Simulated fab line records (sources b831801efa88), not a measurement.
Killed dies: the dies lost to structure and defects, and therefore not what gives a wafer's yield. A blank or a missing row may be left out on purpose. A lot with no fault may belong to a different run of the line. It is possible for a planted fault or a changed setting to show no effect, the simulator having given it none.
Which of the tools did it?    flow gf180mcu    Sampling: 24 lots, 72 wafers, 3 of 602 route steps

== WHAT EACH GAUGE READ, for each wafer ==
GF_V2_THK_MEAS_01. Usual: V2_CVD_00_THK 597 nm, standard deviation 5.7.
lot   measured      on             V2_CVD_00_THK (nm)  flag
L074  day 19 10:14  film metro-04  604 593 608         
L075  day 19 14:29  film metro-03  601 598 600         
L076  day 20 07:24  film metro-03  597 603 605         
L077  day 20 11:22  film metro-02  592 594 585         
L078  day 20 22:08  film metro-04  600 592 602         
L079  day 21 10:05  film metro-04  594 592 586         
L080  day 21 17:30  film metro-03  596 599 594         
L081  day 22 03:55  film metro-03  598 595 599         
L082  day 22 12:19  film metro-03  596 602 598         
L083  day 22 18:26  film metro-02  597 598 592         
L084  day 23 07:24  film metro-03  603 595 600         
L085  day 23 11:38  film metro-02  594 585 596         
L086  day 23 22:13  film metro-04  602 594 596         
L087  day 24 03:50  film metro-02  595 597 597         
L088  day 24 11:10  film metro-02  596 598 604         
L089  day 24 21:05  film metro-03  593 600 597         
L090  day 25 01:52  film metro-03  606 597 598         
L091  day 25 08:42  film metro-02  592 596 601         
L092  day 25 18:38  film metro-04  589 594 596         
L093  day 26 00:28  film metro-02  606 599 596         
L094  day 26 07:39  film metro-04  596 594 588         
L095  day 26 14:53  film metro-02  605 608 614         
L096  day 27 00:41  film metro-03  593 595 594         
L097  day 27 03:38  film metro-02  592 590 590         

== EACH LOT AND THE TOOL THAT RAN IT (in order: tool; ch and the chambers of the sampled wafers; start) ==
lot   GF_SALICIDE_SPUTTER_03        GF_M1_SPUTTER_01
L074  pvd sputter-04, day 15 08:01  pvd sputter-04, day 16 08:40
L075  pvd sputter-04, day 15 11:37  pvd sputter-01, day 16 11:55
L076  pvd sputter-03, day 16 02:20  pvd sputter-02, day 17 02:39
L077  pvd sputter-04, day 16 06:38  pvd sputter-02, day 17 07:37
L078  pvd sputter-04, day 16 16:28  pvd sputter-04, day 17 17:16
L079  pvd sputter-04, day 17 02:56  pvd sputter-04, day 18 04:04
L080  pvd sputter-02, day 17 10:17  pvd sputter-04, day 18 12:19
L081  pvd sputter-04, day 17 19:40  pvd sputter-02, day 18 22:31
L082  pvd sputter-02, day 18 05:59  pvd sputter-02, day 19 08:19
L083  pvd sputter-04, day 18 10:49  pvd sputter-01, day 19 13:37
L084  pvd sputter-04, day 19 00:53  pvd sputter-02, day 20 03:52
L085  pvd sputter-03, day 19 05:09  pvd sputter-01, day 20 08:43
L086  pvd sputter-03, day 19 15:54  pvd sputter-01, day 20 18:46
L087  pvd sputter-02, day 19 22:40  pvd sputter-02, day 21 01:38
L088  pvd sputter-04, day 20 06:41  pvd sputter-02, day 21 09:39
L089  pvd sputter-04, day 20 17:35  pvd sputter-02, day 21 20:10
L090  pvd sputter-03, day 20 23:32  pvd sputter-04, day 22 02:01
L091  pvd sputter-03, day 21 06:34  pvd sputter-01, day 22 08:52
L092  pvd sputter-04, day 21 17:31  pvd sputter-01, day 22 20:05
L093  pvd sputter-02, day 21 23:55  pvd sputter-02, day 23 01:38
L094  pvd sputter-02, day 22 08:42  pvd sputter-04, day 23 10:52
L095  pvd sputter-02, day 22 15:42  pvd sputter-02, day 23 17:16
L096  pvd sputter-02, day 23 02:04  pvd sputter-02, day 24 03:22
L097  pvd sputter-04, day 23 07:17  pvd sputter-04, day 24 08:46
- GF_SALICIDE_SPUTTER_03: material TiN, target thk 20 nm, time 16.7 s.
- GF_M1_SPUTTER_01: material TiN, target thk 30 nm, time 25 s.

== WHAT THE TOOLS THEMSELVES READ (means of the sampled wafers that have a number; where no wafer has one, the mark that the record gives instead) ==
GF_SALICIDE_SPUTTER_03. Usual: throttle valve pct 29.9 %, standard deviation 1.1.
lot   tool            throttle valve pct (%)  flag
L074  pvd sputter-04  29.4                    
L075  pvd sputter-04  29.1                    
L076  pvd sputter-03  30.8                    
L077  pvd sputter-04  28.9                    
L078  pvd sputter-04  30.0                    
L079  pvd sputter-04  29.6                    
L080  pvd sputter-02  30.5                    
L081  pvd sputter-04  29.1                    
L082  pvd sputter-02  30.5                    
L083  pvd sputter-04  29.2                    
L084  pvd sputter-04  29.9                    
L085  pvd sputter-03  28.9                    
L086  pvd sputter-03  30.6                    
L087  pvd sputter-02  30.6                    
L088  pvd sputter-04  30.0                    
L089  pvd sputter-04  28.9                    
L090  pvd sputter-03  29.9                    
L091  pvd sputter-03  30.1                    
L092  pvd sputter-04  28.7                    
L093  pvd sputter-02  30.6                    
L094  pvd sputter-02  30.4                    
L095  pvd sputter-02  30.6                    
L096  pvd sputter-02  30.4                    
L097  pvd sputter-04  28.6                    

GF_M1_SPUTTER_01. Usual: throttle valve pct 30.0 %, standard deviation 0.89.
lot   tool            throttle valve pct (%)  flag
L074  pvd sputter-04  29.6                    
L075  pvd sputter-01  29.2                    
L076  pvd sputter-02  30.5                    
L077  pvd sputter-02  30.6                    
L078  pvd sputter-04  30.0                    
L079  pvd sputter-04  29.0                    
L080  pvd sputter-04  29.6                    
L081  pvd sputter-02  30.2                    
L082  pvd sputter-02  30.6                    
L083  pvd sputter-01  29.2                    
L084  pvd sputter-02  30.5                    
L085  pvd sputter-01  29.4                    
L086  pvd sputter-01  28.6                    
L087  pvd sputter-02  30.2                    
L088  pvd sputter-02  30.2                    
L089  pvd sputter-02  30.2                    
L090  pvd sputter-04  30.7                    
L091  pvd sputter-01  29.2                    
L092  pvd sputter-01  29.4                    
L093  pvd sputter-02  30.2                    
L094  pvd sputter-04  29.9                    
L095  pvd sputter-02  30.7                    
L096  pvd sputter-02  30.3                    
L097  pvd sputter-04  29.3                    

== THE ANSWER, worked out from the rows above alone ==
Rule: a lot is off if the mean of its wafers that have a number lies more than 3 standard deviations from the usual mean. Also off: a lot with no number at a reading for which 4 or more lots have one. All remaining lots with rows at the step are treated as sound. First the gauges in route order, then the tools' own readings, where a lot's mean is used as printed above. At the first step where some lot is off, the reading lying furthest off is the one used; lots without a number count as furthest.
Nothing can be told from this: no lot is off at any reading shown.

== WHAT THE SIMULATOR HAD INSERTED ==
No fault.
